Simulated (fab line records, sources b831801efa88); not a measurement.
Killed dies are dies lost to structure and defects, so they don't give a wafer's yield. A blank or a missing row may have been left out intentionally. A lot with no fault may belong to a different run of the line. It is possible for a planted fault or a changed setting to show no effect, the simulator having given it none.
fab line records | flow sky130 | part 1 of 2: steps 1 to 32 of 45
[record] lots = 5 | wafers = 15 | lastDay = 50
route steps=708 shown POLY_GATE@221 LDD_N@237 LDD_P@255
lots that met no fault: from a run of the same line without faults
startH: hours from the record's first day to the start of the lot's first wafer shown | waitH: hours from the lot's prior step to this one | " identical to the entry in the row above | L1.1+2: a row that stands for several wafers | - no value, or no start was given | * or withheld: withheld | < > ~ a bound
route shown NAME@n: a module of which the file shows steps, and the number in the route of the first | usual: mean/standard deviation taken from wafers without a fault | same: alike in all rows | chamber/n: place in a boat | sites: readings site by site | _std_site: how widely they spread, as a standard deviation | _edge_site: mean of outer sites minus mean of inner sites | radiusMm: how far each site lies from the wafer's centre | mask NAME#n: copy n | behind: the tool/chamber that last shaped the wafer | hold: why the lot was held/for how many hours/how that ended | device: names the non-switching transistor (n, p or np) | end of line: tests of these same wafers at the route's end | where a step has no rows: the recipe by itself | killed: dies that structure and defects cost at the first sort, which is not the same as the wafer's yield | map: shows each die of a wafer: x if killed, . if not, _ if none is there
set.NAME: the setting the step ran with; set.NAME@STEP: the setting that earlier step ran with | model.NAME: the simulator's own value behind a step, which no gauge read
a table for each step, a row for each wafer; lots at some steps of the route
services: when a tool's chamber went out of use (startH, in hours from the record's first day, below 0 if earlier), for how many hours, and the reason
[[steps]]
[step SKY_POLY_GATE_COAT_07]
[recipe] resist = BARC | tempC = withheld | timeS = withheld | spinRpm = 3000 | resistThkNm = 110
lot.wafer  | tool          | chamber | startH | waitH
L078.2+4+5 | lithoTrack-04 | 0       | 393.71 | 0.1
L081.1+2+6 | lithoTrack-04 | 0       | 421.89 | 0.1
L085.4+5+6 | lithoTrack-02 | 0       | 453.69 | 0.1
L086.1+5+6 | lithoTrack-04 | 0       | 472.33 | 0.1
L096.1+3+5 | lithoTrack-01 | 0       | 550.30 | 0.1
[step SKY_POLY_GATE_COAT_08]
[recipe] resist = KrF-thick | spinRpm = 3000 | resistThkNm = 450
lot.wafer  | tool          | chamber | startH | waitH
L078.2+4+5 | lithoTrack-04 | 0       | -      | -
L081.1+2+6 | lithoTrack-04 | 0       | -      | -
L085.4+5+6 | lithoTrack-02 | 0       | -      | -
L086.1+5+6 | lithoTrack-04 | 0       | -      | -
L096.1+3+5 | lithoTrack-01 | 0       | -      | -
[step SKY_POLY_GATE_SOFTBAKE_09]
[recipe] tempC = 100 | timeS = 90 | resist = KrF-thick
lot.wafer  | tool          | chamber | startH | waitH
L078.2+4+5 | lithoTrack-04 | 0       | -      | -
L081.1+2+6 | lithoTrack-04 | 0       | -      | -
L085.4+5+6 | lithoTrack-02 | 0       | -      | -
L086.1+5+6 | lithoTrack-04 | 0       | -      | -
L096.1+3+5 | lithoTrack-01 | 0       | -      | -
[step SKY_POLY_GATE_EXPOSE_10]
[recipe] maskId = P1M | na = 0.68 | sourceShape = conventional | sigmaOuter = 0.6 | targetCdNm = 150 | doseMj = 28
[usual] reticleTempC = 23.02/0.11
lot.wafer | tool          | chamber | startH | waitH | mask  | reticleTempC
L078.2    | krfScanner-02 | 0       | -      | -     | P1M#0 | 23.08
L078.4    | "             | 0       | "      | "     | P1M#0 | 22.95
L078.5    | "             | 0       | "      | "     | P1M#0 | 23.21
L081.1    | krfScanner-01 | 0       | -      | -     | P1M#0 | 23.10
L081.2    | "             | 0       | "      | "     | P1M#0 | 22.92
L081.6    | "             | 0       | "      | "     | P1M#0 | 22.95
L085.4    | krfScanner-02 | 0       | -      | -     | P1M#0 | 23.17
L085.5    | "             | 0       | "      | "     | P1M#0 | 22.99
L085.6    | "             | 0       | "      | "     | P1M#0 | 23.12
L086.1    | krfScanner-02 | 0       | -      | -     | P1M#0 | 22.82
L086.5    | "             | 0       | "      | "     | P1M#0 | 22.93
L086.6    | "             | 0       | "      | "     | P1M#0 | 22.99
L096.1    | krfScanner-02 | 0       | -      | -     | P1M#0 | 23.04
L096.3    | "             | 0       | "      | "     | P1M#0 | 23.05
L096.5    | "             | 0       | "      | "     | P1M#0 | 23.16
[step SKY_POLY_GATE_PEB_11]
[recipe] pebTempC = withheld | pebTimeS = withheld | resist = KrF-thick
lot.wafer  | tool          | chamber | startH | waitH
L078.2+4+5 | lithoTrack-04 | 0       | -      | -
L081.1+2+6 | lithoTrack-02 | 0       | -      | -
L085.4+5+6 | lithoTrack-01 | 0       | -      | -
L086.1+5+6 | lithoTrack-04 | 0       | -      | -
L096.1+3+5 | lithoTrack-02 | 0       | -      | -
[step SKY_POLY_GATE_DEVELOP_12]
[recipe] developTimeS = 60 | resist = KrF-thick | devTempC = 21
lot.wafer  | tool          | chamber | startH | waitH
L078.2+4+5 | lithoTrack-04 | 0       | -      | -
L081.1+2+6 | lithoTrack-02 | 0       | -      | -
L085.4+5+6 | lithoTrack-01 | 0       | -      | -
L086.1+5+6 | lithoTrack-04 | 0       | -      | -
L096.1+3+5 | lithoTrack-02 | 0       | -      | -
[step SKY_POLY_GATE_CD_MEAS_13]
[recipe] targetCdNm = 150
[usual] cdNm = 149.6/1.3
lot.wafer | tool     | chamber | startH | waitH | cdNm
L078.2    | cdSem-02 | -       | 408.66 | -     | 150.2
L078.4    | "        | -       | "      | "     | 149.8
L078.5    | "        | -       | "      | "     | 149.6
L081.1    | cdSem-02 | -       | 437.22 | -     | 150.4
L081.2    | "        | -       | "      | "     | 150.7
L081.6    | "        | -       | "      | "     | 150.9
L085.4    | cdSem-02 | -       | 470.11 | -     | 147.5
L085.5    | "        | -       | "      | "     | 147.6
L085.6    | "        | -       | "      | "     | 148.8
L086.1    | cdSem-02 | -       | 488.73 | -     | 147.8
L086.5    | "        | -       | "      | "     | 147.7
L086.6    | "        | -       | "      | "     | 148.2
L096.1    | cdSem-02 | -       | 565.97 | -     | 149.2
L096.3    | "        | -       | "      | "     | 148.3
L096.5    | "        | -       | "      | "     | 148.0
[step SKY_POLY_GATE_OVL_MEAS_14]
[usual] POLY_GATE_OVL = -3/5.9
lot.wafer | tool       | chamber | startH | waitH | POLY_GATE_OVL[nm]
L078.2    | overlay-02 | -       | 408.76 | 0.1   | 16
L078.4    | "          | -       | "      | "     | 8
L078.5    | "          | -       | "      | "     | 7
L081.1    | overlay-01 | -       | 437.34 | 0.1   | -12
L081.2    | "          | -       | "      | "     | -11
L081.6    | "          | -       | "      | "     | -9
L085.4    | overlay-01 | -       | 470.19 | 0.1   | -2
L085.5    | "          | -       | "      | "     | 1
L085.6    | "          | -       | "      | "     | -3
L086.1    | overlay-02 | -       | 488.85 | 0.1   | 2
L086.5    | "          | -       | "      | "     | 4
L086.6    | "          | -       | "      | "     | 1
L096.1    | overlay-01 | -       | 566.09 | 0.1   | -1
L096.3    | "          | -       | "      | "     | -2
L096.5    | "          | -       | "      | "     | -14
[step SKY_POLY_GATE_ETCH_15]
[recipe] chemistry = N2/H2 | target = BARC | ionEnergyEv = 200 | sourceW = 500 | biasW = 100 | pressureMtorr = 30 | n2FlowSccm = 100 | h2FlowSccm = 200 | stopOn = SiO2 | timeS = 118.5 | targetDepthA = 1100
[usual] drypumpMotorCurrentA = 5.7/0.34 | oesProductAu = 0.716/0.0047 | throttleValvePct = 13.212/0.0096
lot.wafer | tool       | chamber | startH | waitH | drypumpMotorCurrentA | oesProductAu | rfHoursCounterH | throttleValvePct
L078.2    | rieDiel-02 | 1       | 408.79 | 0.0   | 5.0                  | 0.716        | 101             | 13.220
L078.4    | "          | 0       | "      | "     | 5.7                  | 0.721        | 51              | 13.217
L078.5    | "          | 3       | "      | "     | 5.8                  | 0.723        | -               | 13.213
L081.1    | rieDiel-04 | 2       | 437.38 | 0.0   | 5.1                  | 0.729        | 63              | 13.226
L081.2    | "          | 0       | "      | "     | 6.1                  | 0.711        | 15              | 13.217
L081.6    | "          | 0       | "      | "     | 6.1                  | 0.718        | -               | 13.229
L085.4    | rieDiel-04 | 0       | 470.25 | 0.1   | 6.1                  | 0.715        | -               | 13.199
L085.5    | "          | 1       | "      | "     | 5.8                  | 0.719        | -               | 13.212
L085.6    | "          | 2       | "      | "     | 5.1                  | 0.719        | -               | 13.197
L086.1    | rieDiel-01 | 2       | 488.89 | 0.0   | 5.8                  | 0.717        | 13              | 13.214
L086.5    | "          | 2       | "      | "     | 5.8                  | 0.708        | -               | 13.222
L086.6    | "          | 1       | "      | "     | 5.6                  | 0.714        | -               | 13.221
L096.1    | rieDiel-02 | 1       | 566.12 | 0.0   | 5.0                  | 0.709        | 2               | 13.214
L096.3    | "          | 0       | "      | "     | 5.7                  | 0.719        | 54              | 13.215
L096.5    | "          | 0       | "      | "     | 5.7                  | 0.717        | -               | 13.212
[step SKY_POLY_GATE_ETCH_16]
[recipe] stopOn = poly-Si | chemistry = CH3F/O2 | target = Si3N4 | sourceW = 400 | biasW = 80 | pressureMtorr = 25 | ch3fFlowSccm = 40 | O2_flow_sccm = 30 | timeS = 147.5 | targetDepthA = 750
[usual] drypumpMotorCurrentA = 5.7/0.34 | oesProductAu = 0.639/0.0053 | throttleValvePct = 10.534/0.0087
lot.wafer | tool       | chamber | startH | waitH | drypumpMotorCurrentA | oesProductAu | rfHoursCounterH | throttleValvePct
L078.2    | rieDiel-02 | 1       | 408.87 | 0.0   | 5.0                  | 0.639        | 101             | 10.532
L078.4    | "          | 0       | "      | "     | 5.7                  | 0.635        | 51              | 10.531
L078.5    | "          | 3       | "      | "     | 5.9                  | 0.639        | -               | 10.527
L081.1    | rieDiel-04 | 2       | 437.46 | 0.0   | 5.1                  | 0.633        | 63              | 10.522
L081.2    | "          | 0       | "      | "     | 6.1                  | 0.636        | 15              | 10.530
L081.6    | "          | 0       | "      | "     | 6.1                  | 0.634        | -               | 10.539
L085.4    | rieDiel-04 | 0       | 470.34 | 0.0   | 6.1                  | 0.638        | -               | 10.536
L085.5    | "          | 1       | "      | "     | 5.8                  | 0.639        | -               | 10.530
L085.6    | "          | 2       | "      | "     | 5.1                  | 0.640        | -               | 10.528
L086.1    | rieDiel-01 | 2       | 488.97 | 0.0   | 5.8                  | 0.635        | 13              | 10.542
L086.5    | "          | 2       | "      | "     | 5.8                  | 0.641        | -               | 10.535
L086.6    | "          | 1       | "      | "     | 5.7                  | 0.637        | -               | 10.532
L096.1    | rieDiel-02 | 1       | 566.21 | 0.0   | 5.0                  | 0.640        | 2               | 10.536
L096.3    | "          | 0       | "      | "     | 5.7                  | 0.641        | 54              | 10.524
L096.5    | "          | 0       | "      | "     | 5.7                  | 0.645        | -               | 10.550
[step SKY_POLY_GATE_ETCH_17]
[recipe] targetDepthNm = 180 | stopOn = SiO2 | overEtchFrac = 0.5456 | chemistry = HBr/Cl2 | target = poly-Si | icpW = 400 | biasW = 100 | pressureMtorr = 10 | HBr_flow_sccm = 150 | Cl2_flow_sccm = 50 | timeS = 70.5
[usual] drypumpMotorCurrentA = 5.8/0.4 | heBacksideLeakSccm = 2.7/0.33 | oesProductAu = 0.988/0.0089 | throttleValvePct = 33.683/0.0099
[same] overEtchFrac = 0.5456
lot.wafer | tool     | chamber | startH | waitH | drypumpMotorCurrentA | heBacksideLeakSccm | oesProductAu | rfHoursCounterH | throttleValvePct
L078.2    | rieSi-01 | 3       | 408.97 | 0.0   | 5.2                  | 2.8                | 0.985        | 3               | 33.689
L078.4    | "        | 1       | "      | "     | 5.8                  | 3.0                | 0.976        | 64              | 33.684
L078.5    | "        | 2       | "      | "     | 6.3                  | 2.3                | 0.991        | -               | 33.689
L081.1    | rieSi-02 | 1       | 437.56 | 0.0   | 6.3                  | 2.5                | 0.985        | 0               | 33.684
L081.2    | "        | 2       | "      | "     | 5.5                  | 3.0                | 0.985        | 1               | 33.668
L081.6    | "        | 2       | "      | "     | 5.5                  | 2.9                | 0.991        | -               | 33.669
L085.4    | rieSi-02 | 3       | 470.42 | 0.0   | 6.0                  | 2.7                | 0.984        | -               | 33.693
L085.5    | "        | 0       | "      | "     | 5.7                  | 2.3                | 0.999        | -               | 33.685
L085.6    | "        | 1       | "      | "     | 6.3                  | 2.7                | 0.984        | -               | 33.679
L086.1    | rieSi-02 | 0       | 489.07 | 0.0   | 5.7                  | 2.3                | 1.005        | 4               | 33.672
L086.5    | "        | 2       | "      | "     | 5.5                  | 3.0                | 0.990        | -               | 33.714
L086.6    | "        | 3       | "      | "     | 6.0                  | 2.8                | 0.998        | -               | 33.680
L096.1    | rieSi-01 | 1       | 566.31 | 0.0   | 5.8                  | 2.6                | 0.983        | 0               | 33.685
L096.3    | "        | 0       | "      | "     | 5.2                  | 2.9                | 0.991        | 7               | 33.687
L096.5    | "        | 3       | "      | "     | 5.2                  | 2.5                | 0.996        | -               | 33.698
[step SKY_POLY_GATE_STRIP_18]
[recipe] chemistry = O2/N2 | powerW = 1400 | pressureMtorr = 1500 | platenTempC = withheld | o2FlowSccm = 3000 | n2FlowSccm = 300 | overashFraction = 0.5
[usual] drypumpMotorCurrentA = 6.2/0.37 | oesProductAu = 0.362/0.0047 | stripTimeToEndpointS = 3.20/0.039
[same] overashFraction = 0.5
lot.wafer | tool           | chamber | startH | waitH | drypumpMotorCurrentA | oesProductAu | rfHoursCounterH | stripTimeToEndpointS
L078.2    | plasmaAsher-04 | 1       | 409.03 | 0.0   | 5.8                  | 0.374        | 59              | 3.27
L078.4    | "              | 1       | "      | "     | 5.8                  | 0.359        | -               | 3.22
L078.5    | "              | 1       | "      | "     | 5.8                  | 0.369        | -               | 3.22
L081.1    | plasmaAsher-01 | 1       | 437.61 | 0.0   | 6.4                  | 0.366        | 1               | 3.22
L081.2    | "              | 0       | "      | "     | 6.7                  | 0.372        | 1               | 3.21
L081.6    | "              | 0       | "      | "     | 6.7                  | 0.363        | -               | 3.18
L085.4    | plasmaAsher-03 | 1       | 470.48 | 0.0   | 6.4                  | 0.362        | -               | 3.19
L085.5    | "              | 0       | "      | "     | 5.6                  | 0.365        | -               | 3.25
L085.6    | "              | 1       | "      | "     | 6.4                  | 0.361        | -               | 3.19
L086.1    | plasmaAsher-04 | 0       | 489.13 | 0.0   | 6.3                  | 0.352        | 67              | 3.19
L086.5    | "              | 1       | "      | "     | 5.8                  | 0.361        | -               | 3.23
L086.6    | "              | 0       | "      | "     | 6.4                  | 0.357        | -               | 3.22
L096.1    | plasmaAsher-03 | 1       | 566.36 | 0.0   | 6.5                  | 0.353        | 87              | 3.22
L096.3    | "              | 0       | "      | "     | 5.7                  | 0.372        | -               | 3.24
L096.5    | "              | 1       | "      | "     | 6.4                  | 0.356        | -               | 3.23
[step SKY_POLY_GATE_CLEAN_19]
[recipe] chemistry = SC1/SC2 | mix = 1:4:20 | tempC = 70 | timeS = 150 | dry = n2Spin
lot.wafer  | tool        | chamber | startH | waitH
L078.2+4+5 | wetBench-01 | 3       | 409.13 | 0.1
L081.1+2+6 | wetBench-01 | 2       | 437.71 | 0.1
L085.4+5+6 | wetBench-03 | 0       | 470.54 | 0.0
L086.1+5+6 | wetBench-01 | 0       | 489.23 | 0.1
L096.1+3+5 | wetBench-04 | 2       | 566.46 | 0.1
[step SKY_POLY_GATE_OXIDATION_20]
[recipe] tempC = 850 | ambient = O2 | stabiliseS = 600 | purgeS = 300 | targetThkA = 40 | oxTimeS = 899
[same] purgeS = 300
lot.wafer  | tool       | chamber | startH | waitH
L078.2+4+5 | furnace-01 | 0       | 409.18 | 0.0
L081.1+2+6 | furnace-01 | 0       | 437.77 | 0.0
L085.4+5+6 | furnace-02 | 0       | 471.80 | 1.2
L086.1+5+6 | furnace-01 | 0       | 489.28 | 0.0
L096.1+3+5 | furnace-01 | 0       | 566.52 | 0.0
[step SKY_POLY_GATE_THK_MEAS_21]
[recipe] reads = SiO2_of_POLY_GATE_OXIDATION_20
[usual] POLY_GATE_OXIDATION_THK = 4.01/0.069
lot.wafer | tool         | chamber | startH | waitH | POLY_GATE_OXIDATION_THK[nm]
L078.2    | filmMetro-04 | -       | 410.44 | 0.0   | 4.06
L078.4    | "            | -       | "      | "     | 4.10
L078.5    | "            | -       | "      | "     | 4.05
L081.1    | filmMetro-04 | -       | 439.02 | 0.0   | 4.01
L081.2    | "            | -       | "      | "     | 3.94
L081.6    | "            | -       | "      | "     | 4.00
L085.4    | filmMetro-01 | -       | 473.08 | 0.0   | 4.02
L085.5    | "            | -       | "      | "     | 4.05
L085.6    | "            | -       | "      | "     | 4.06
L086.1    | filmMetro-04 | -       | 490.53 | 0.0   | 4.03
L086.5    | "            | -       | "      | "     | 3.99
L086.6    | "            | -       | "      | "     | 4.09
L096.1    | filmMetro-01 | -       | 567.77 | 0.0   | 4.01
L096.3    | "            | -       | "      | "     | 4.02
L096.5    | "            | -       | "      | "     | 4.04
[step SKY_POLY_GATE_CD_MEAS_22]
[usual] cdNm = 148.9/2.7
lot.wafer | tool     | chamber | startH | waitH | cdNm
L078.2    | cdSem-01 | -       | 410.52 | 0.1   | 152.4
L078.4    | "        | -       | "      | "     | 149.5
L078.5    | "        | -       | "      | "     | 147.7
L081.1    | cdSem-01 | -       | 439.08 | 0.1   | 151.0
L081.2    | "        | -       | "      | "     | 146.2
L081.6    | "        | -       | "      | "     | 147.8
L085.4    | cdSem-01 | -       | 473.19 | 0.1   | 146.5
L085.5    | "        | -       | "      | "     | 146.4
L085.6    | "        | -       | "      | "     | 152.1
L086.1    | cdSem-02 | -       | 490.59 | 0.1   | 146.0
L086.5    | "        | -       | "      | "     | 145.3
L086.6    | "        | -       | "      | "     | 151.1
L096.1    | cdSem-01 | -       | 567.83 | 0.1   | 148.7
L096.3    | "        | -       | "      | "     | 148.4
L096.5    | "        | -       | "      | "     | 147.3
[step SKY_LDD_N_DEHYDRATE_00]
[recipe] tempC = 200 | timeS = 60
lot.wafer  | tool          | chamber | startH | waitH
L078.2+4+5 | lithoTrack-02 | 0       | 425.39 | 14.9
L081.1+2+6 | lithoTrack-01 | 0       | 454.45 | 15.3
L085.4+5+6 | lithoTrack-01 | 0       | 488.73 | 15.5
L086.1+5+6 | lithoTrack-02 | 0       | 504.87 | 14.3
L096.1+3+5 | lithoTrack-01 | 0       | 582.25 | 14.4
[step SKY_LDD_N_HMDS_01]
[recipe] primeTimeS = 60 | primeTempC = 120
lot.wafer  | tool          | chamber | startH | waitH
L078.2+4+5 | lithoTrack-02 | 0       | 425.54 | 0.1
L081.1+2+6 | lithoTrack-01 | 0       | 454.60 | 0.1
L085.4+5+6 | lithoTrack-01 | 0       | 488.88 | 0.1
L086.1+5+6 | lithoTrack-02 | 0       | 505.02 | 0.1
L096.1+3+5 | lithoTrack-01 | 0       | 582.40 | 0.1
[step SKY_LDD_N_COAT_02]
[recipe] resist = NOVOLAK | spinRpm = 3000 | resistThkNm = 306
lot.wafer  | tool          | chamber | startH | waitH
L078.2+4+5 | lithoTrack-02 | 0       | 425.69 | 0.1
L081.1+2+6 | lithoTrack-01 | 0       | 454.75 | 0.1
L085.4+5+6 | lithoTrack-01 | 0       | 489.03 | 0.1
L086.1+5+6 | lithoTrack-02 | 0       | 505.17 | 0.1
L096.1+3+5 | lithoTrack-01 | 0       | 582.55 | 0.1
[step SKY_LDD_N_SOFTBAKE_03]
[recipe] tempC = 90 | timeS = 60 | resist = NOVOLAK
lot.wafer  | tool          | chamber | startH | waitH
L078.2+4+5 | lithoTrack-02 | 0       | 425.84 | 0.1
L081.1+2+6 | lithoTrack-01 | 0       | 454.90 | 0.1
L085.4+5+6 | lithoTrack-01 | 0       | 489.18 | 0.1
L086.1+5+6 | lithoTrack-02 | 0       | 505.32 | 0.1
L096.1+3+5 | lithoTrack-01 | 0       | 582.70 | 0.1
[step SKY_LDD_N_EXPOSE_04]
[recipe] maskId = NTM | targetCdNm = 840 | na = 0.6 | sourceShape = conventional | sigmaOuter = 0.6 | doseMj = 110
[usual] reticleTempC = 23.00/0.096
lot.wafer | tool            | chamber | startH | waitH | mask  | reticleTempC
L078.2    | ilineStepper-01 | 0       | -      | -     | NTM#0 | 23.01
L078.4    | "               | 0       | "      | "     | NTM#0 | 23.12
L078.5    | "               | 0       | "      | "     | NTM#0 | 22.91
L081.1    | ilineStepper-01 | 0       | -      | -     | NTM#0 | 22.95
L081.2    | "               | 0       | "      | "     | NTM#0 | 22.87
L081.6    | "               | 0       | "      | "     | NTM#0 | 22.97
L085.4    | ilineStepper-02 | 0       | -      | -     | NTM#0 | 23.06
L085.5    | "               | 0       | "      | "     | NTM#0 | 22.97
L085.6    | "               | 0       | "      | "     | NTM#0 | 23.02
L086.1    | ilineStepper-01 | 0       | -      | -     | NTM#0 | 22.92
L086.5    | "               | 0       | "      | "     | NTM#0 | 22.95
L086.6    | "               | 0       | "      | "     | NTM#0 | 22.99
L096.1    | ilineStepper-01 | 0       | -      | -     | NTM#0 | 22.96
L096.3    | "               | 0       | "      | "     | NTM#0 | 22.77
L096.5    | "               | 0       | "      | "     | NTM#0 | 22.78
[step SKY_LDD_N_PEB_05]
[recipe] tempC = withheld | timeS = * | resist = NOVOLAK
lot.wafer  | tool          | chamber | startH | waitH
L078.2+4+5 | lithoTrack-01 | 0       | -      | -
L081.1+2+6 | lithoTrack-01 | 0       | -      | -
L085.4+5+6 | lithoTrack-03 | 0       | -      | -
L086.1+5+6 | lithoTrack-02 | 0       | -      | -
L096.1+3+5 | lithoTrack-03 | 0       | -      | -
[step SKY_LDD_N_DEVELOP_06]
[recipe] developTimeS = 60 | devTempC = 23
lot.wafer  | tool          | chamber | startH | waitH
L078.2+4+5 | lithoTrack-01 | 0       | 440.53 | 0.1
L081.1+2+6 | lithoTrack-01 | 0       | 470.20 | 0.1
L085.4+5+6 | lithoTrack-03 | 0       | 503.98 | 0.1
L086.1+5+6 | lithoTrack-02 | 0       | 521.12 | 0.1
L096.1+3+5 | lithoTrack-03 | 0       | 598.01 | 0.1
[step SKY_LDD_N_OVL_MEAS_07]
[usual] LDD_N_OVL = -0.5/1.4
lot.wafer | tool       | chamber | startH | waitH | LDD_N_OVL[nm]
L078.2    | overlay-01 | -       | 440.66 | 0.1   | -2.1
L078.4    | "          | -       | "      | "     | -1.8
L078.5    | "          | -       | "      | "     | 0.3
L081.1    | overlay-01 | -       | 470.35 | 0.1   | 1.7
L081.2    | "          | -       | "      | "     | -1.2
L081.6    | "          | -       | "      | "     | -0.6
L085.4    | overlay-02 | -       | 504.08 | 0.1   | -1.5
L085.5    | "          | -       | "      | "     | 1.0
L085.6    | "          | -       | "      | "     | -1.9
L086.1    | overlay-02 | -       | 521.27 | 0.1   | 0.5
L086.5    | "          | -       | "      | "     | 0.0
L086.6    | "          | -       | "      | "     | 0.2
L096.1    | overlay-01 | -       | 598.16 | 0.1   | -0.2
L096.3    | "          | -       | "      | "     | -1.5
L096.5    | "          | -       | "      | "     | -0.1
[step SKY_LDD_N_IMPLANT_08]
[recipe] species = As | energyKev = 20 | doseCm2 = 7.5e+13 | tiltDeg = withheld | rotationDeg = 23
lot.wafer  | tool         | chamber | startH | waitH
L078.2+4+5 | implanter-04 | 0       | 440.71 | 0.0
L081.1+2+6 | implanter-03 | 0       | 470.39 | 0.0
L085.4+5+6 | implanter-02 | 0       | 504.17 | 0.1
L086.1+5+6 | implanter-03 | 0       | 521.31 | 0.0
L096.1+3+5 | implanter-04 | 0       | 598.19 | 0.0
[step SKY_LDD_N_IMPLANT_09]
[recipe] species = As | energyKev = 20 | doseCm2 = 7.5e+13 | tiltDeg = withheld | rotationDeg = 113
lot.wafer  | tool         | chamber | startH | waitH
L078.2+4+5 | implanter-04 | 0       | 440.86 | 0.1
L081.1+2+6 | implanter-03 | 0       | 470.54 | 0.1
L085.4+5+6 | implanter-02 | 0       | 504.32 | 0.1
L086.1+5+6 | implanter-03 | 0       | 521.46 | 0.1
L096.1+3+5 | implanter-04 | 0       | 598.34 | 0.1
[step SKY_LDD_N_IMPLANT_10]
[recipe] species = As | energyKev = 20 | doseCm2 = 7.5e+13 | tiltDeg = withheld | rotationDeg = 203
lot.wafer  | tool         | chamber | startH | waitH
L078.2+4+5 | implanter-04 | 0       | 441.01 | 0.1
L081.1+2+6 | implanter-03 | 0       | 470.69 | 0.1
L085.4+5+6 | implanter-02 | 0       | 504.47 | 0.1
L086.1+5+6 | implanter-03 | 0       | 521.61 | 0.1
L096.1+3+5 | implanter-04 | 0       | 598.49 | 0.1
[step SKY_LDD_N_IMPLANT_11]
[recipe] species = As | energyKev = 20 | doseCm2 = 7.5e+13 | tiltDeg = withheld | rotationDeg = 293
lot.wafer  | tool         | chamber | startH | waitH
L078.2+4+5 | implanter-04 | 0       | 441.16 | 0.1
L081.1+2+6 | implanter-03 | 0       | 470.84 | 0.1
L085.4+5+6 | implanter-02 | 0       | 504.62 | 0.1
L086.1+5+6 | implanter-03 | 0       | 521.76 | 0.1
L096.1+3+5 | implanter-04 | 0       | 598.64 | 0.1
[step SKY_LDD_N_IMPLANT_12]
[recipe] species = BF2 | energyKev = 50 | doseCm2 = 5e+12 | tiltDeg = 30 | rotationDeg = 0
lot.wafer  | tool         | chamber | startH | waitH
L078.2+4+5 | implanter-04 | 0       | 441.31 | 0.1
L081.1+2+6 | implanter-03 | 0       | 470.99 | 0.1
L085.4+5+6 | implanter-02 | 0       | 504.77 | 0.1
L086.1+5+6 | implanter-03 | 0       | 521.91 | 0.1
L096.1+3+5 | implanter-04 | 0       | 598.79 | 0.1
[step SKY_LDD_N_IMPLANT_13]
[recipe] species = BF2 | energyKev = 50 | doseCm2 = 5e+12 | tiltDeg = 30 | rotationDeg = 90
lot.wafer  | tool         | chamber | startH | waitH
L078.2+4+5 | implanter-04 | 0       | 441.46 | 0.1
L081.1+2+6 | implanter-03 | 0       | 471.14 | 0.1
L085.4+5+6 | implanter-02 | 0       | 504.92 | 0.1
L086.1+5+6 | implanter-03 | 0       | 522.06 | 0.1
L096.1+3+5 | implanter-04 | 0       | 598.94 | 0.1
[step SKY_LDD_N_IMPLANT_14]
[recipe] species = BF2 | energyKev = 50 | doseCm2 = 5e+12 | tiltDeg = 30 | rotationDeg = 180
lot.wafer  | tool         | chamber | startH | waitH
L078.2+4+5 | implanter-04 | 0       | 441.61 | 0.1
L081.1+2+6 | implanter-03 | 0       | 471.29 | 0.1
L085.4+5+6 | implanter-02 | 0       | 505.07 | 0.1
L086.1+5+6 | implanter-03 | 0       | 522.21 | 0.1
L096.1+3+5 | implanter-04 | 0       | 599.09 | 0.1
[step SKY_LDD_N_IMPLANT_15]
[recipe] species = BF2 | energyKev = 50 | doseCm2 = 5e+12 | tiltDeg = 30 | rotationDeg = 270
lot.wafer  | tool         | chamber | startH | waitH
L078.2+4+5 | implanter-04 | 0       | 441.76 | 0.1
L081.1+2+6 | implanter-03 | 0       | 471.44 | 0.1
L085.4+5+6 | implanter-02 | 0       | 505.22 | 0.1
L086.1+5+6 | implanter-03 | 0       | 522.36 | 0.1
L096.1+3+5 | implanter-04 | 0       | 599.24 | 0.1
